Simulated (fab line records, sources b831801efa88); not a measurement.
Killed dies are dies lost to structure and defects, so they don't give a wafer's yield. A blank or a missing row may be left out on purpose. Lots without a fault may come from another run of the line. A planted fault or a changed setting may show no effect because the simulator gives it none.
A struck lot beside a sound one | flow sky130 | 38 steps out of a route of 708
Sound: wafers L134.1, L134.5, L134.6. Struck: wafers L137.1, L137.6. (L137.5 of the same lot was not struck and is left out.) The cause comes at the end.
At each step with rows: each side's tool, then ch and its chambers, then its first start. Under that, the readings that differ: sound wafers | struck wafers | difference of the means | sigmas: that difference in standard deviations of wafers without a fault.
alike: readings whose means differ by less than 2 such deviations, and words and numbers that are the same on both sides. not compared: withheld readings, readings that some wafer has no value for, bounds like >300 that may hide the same value, and numbers for which the record gives no deviation and whose values overlap.
The two part at a step that has a row with sigmas, a row that says differs or no value, or rows on one side only. Numbers that don't overlap but have no deviation are shown without sigmas and don't part them. A reading that every wafer of one side lacks parts them only if that side has two wafers or more.

first, 9 steps without rows for these wafers: SKY_VIA2_SPUTTER_20 (material TiN, target thk 20 nm, time 80 s); SKY_VIA2_CVD_21 (deposits W, target thk 420 nm, time 126.4 s); SKY_VIA2_CMP_24 (polishes, stops on SiO2, t overpolish 20 s, target thk 0 nm); SKY_METAL3_SPUTTER_00 (material Ti, target thk 15 nm, time 10 s); SKY_METAL3_SPUTTER_01 (material TiN, target thk 20 nm, time 16.7 s); SKY_METAL3_SPUTTER_02 (material AlCu, target thk 735 nm, time 39.1 s); SKY_METAL3_SPUTTER_03 (material Ti, target thk 5 nm, time 3.3 s); SKY_METAL3_SPUTTER_04 (material TiN, target thk 70 nm, time 58.3 s); SKY_CAPM_CVD_00 (deposits SiO2, target thk 15.5 nm).
SKY_CAPM_SPUTTER_02: material TiN, target thk 200 nm, time 166.7 s.
  sound on pvd_sputter-02, day 38 17:40; struck on pvd_sputter-02, day 40 09:55
  reading                                  | sound             | struck      | difference | sigmas
  model.TiN_of_CAPM_SPUTTER_02.thk_nm (nm) | 201.7 199.3 202.5 | 173.3 173.1 | -28.0      |
  alike: cathode_dc_power_W, throttle_valve_pct
SKY_CAPM_RS_MEAS_03: measures by four-point-probe.
  sound on film_metro-01, day 38 17:46; struck on film_metro-03, day 40 10:01
  reading              | sound          | struck    | difference | sigmas
  CAPM_TIN_RS (ohm/sq) | 6.84 6.92 6.80 | 8.02 8.02 | +1.17      | +16
SKY_CAPM_THK_MEAS_04: measures by xrf.
  sound on film_metro-01, day 38 17:53; struck on film_metro-03, day 40 10:08
  reading           | sound             | struck      | difference | sigmas
  CAPM_TIN_THK (nm) | 198.4 196.0 199.5 | 171.4 171.5 | -26.5      | -13
then, 7 steps without rows for these wafers: SKY_CAPM_DEHYDRATE_05 (time 60 s); SKY_CAPM_HMDS_06 (prime time 60 s); SKY_CAPM_COAT_07 (resist thk 1140 nm); SKY_CAPM_SOFTBAKE_08 (time 60 s); SKY_CAPM_EXPOSE_09 (exposes mask CAPM, target cd 1000 nm); SKY_CAPM_PEB_10; SKY_CAPM_DEVELOP_11 (develop time 60 s).
SKY_CAPM_METAL_ETCH_13: etches TiN in Cl2/BCl3, stops on SiO2, target depth 220 nm, time 62.9 s.
  sound on rie_metal-02 ch 1, day 39 17:38; struck on rie_metal-01 ch 0, day 41 10:20
  reading                     | sound                | struck        | difference | sigmas
  drypump_motor_current_A (A) | 6.4 6.4 6.3          | 4.9 4.9       | -1.5       | -2
  oes_product_au (a.u.)       | 0.952 0.942 0.951    | 0.870 0.868   | -0.079     | -12
  throttle_valve_pct (%)      | 21.901 21.883 21.905 | 21.951 21.935 | +0.047     | +5
  alike: chamber_pressure_mTorr
  not compared: rf_hours_counter_h
then, 16 steps without rows for these wafers: SKY_CAPM_STRIP_14 (strips in O2/N2); SKY_CAPM_STRIP_15 (strips in post etch residue remover, time 1200 s); SKY_CAPM_CLEAN_16 (cleans in IPA, time 180 s); SKY_CAPM_CLEAN_17 (cleans in O3/DIW); SKY_METAL3_DEHYDRATE_05 (time 60 s); SKY_METAL3_HMDS_06 (prime time 60 s); SKY_METAL3_COAT_07 (resist thk 60 nm); SKY_METAL3_COAT_08 (resist thk 1140 nm); SKY_METAL3_SOFTBAKE_09 (time 90 s); SKY_METAL3_EXPOSE_10 (exposes mask MM3, target cd 300 nm); SKY_METAL3_PEB_11; SKY_METAL3_DEVELOP_12 (develop time 60 s); SKY_METAL3_DESCUM_15 (chemistry O2, time 8 s); SKY_METAL3_ETCH_16 (etches BARC in N2/H2, stops on SiO2, time 88.2 s, target depth 60 nm); SKY_METAL3_ETCH_17 (etches SiO2 in C4F8/O2/Ar, stops on TiN, time 3.9 s, target depth 15 nm); SKY_METAL3_METAL_ETCH_18 (etches the open film in Cl2/BCl3, stops on SiO2, target depth 845 nm, time 183.1 s).
SKY_METAL3_STRIP_20: strips in post etch residue remover, time 1200 s.
  sound on wet_bench-01 ch 3, day 40 20:06; struck on wet_bench-01 ch 0, day 42 11:18
  reading                                  | sound             | struck      | difference | sigmas
  model.TiN_of_CAPM_SPUTTER_02.thk_nm (nm) | 200.9 198.5 201.7 | 172.4 172.2 | -28.1      |
  alike: bath_guard_temp_C
-- the record jumps here: 7 days lie between the struck wafers' starts before and after (it left off in module METAL3 and takes up again in module PAD_OPEN, whose first step shown is number 708 of the route) --
SKY_PAD_OPEN_PROBE_99:
  sound on prober-02, day 47 15:13; struck on prober-01, day 49 00:09
  reading                              | sound               | struck        | difference | sigmas
  defect_limited_yield (%)             | 80.7 85.2 87.2      | 78.7 80.9     | -4.6       | -2
  killed_at_M0_to_M3                   | 49 35 31            | 55 57         | +18        | +3
  killed_dies                          | 95 73 63            | 105 94        | +22        | +2
  killed_open                          | 42 46 27            | 64 57         | +22        | +3
  sort_bin_5_function (%)              | 12.6 7.5 6.3        | 13.0 11.2     | +3.3       | +2
  sort_n_pass                          | 397 419 429         | 387 398       | -22        | -2
  sort_yield_pct (%)                   | 80.7 85.2 87.2      | 78.7 80.9     | -4.6       | -2
  model.etest.cap_mim.plate_ohm_sq     | 5.913 6.08 5.968    | 6.959 6.972   | +0.979     |
  model.etest.cap_mim.bv_v (V)         | 13.73 13.94 13.63   | 12.83 13.39   | -0.66      |
  model.etest.cap_mim.leak_log10_a_cm2 | -8.906 -8.95 -8.878 | -8.686 -8.724 | +0.206     |
  alike: killed_at_M4_up, killed_at_contacts, killed_at_front_end, killed_at_other, killed_short, sort_bin_3_pad_short, sort_bin_6_memory

WHERE THEY PART
First at SKY_CAPM_RS_MEAS_03; last, within this record, at SKY_PAD_OPEN_PROBE_99.

WHY: what the simulator had put in
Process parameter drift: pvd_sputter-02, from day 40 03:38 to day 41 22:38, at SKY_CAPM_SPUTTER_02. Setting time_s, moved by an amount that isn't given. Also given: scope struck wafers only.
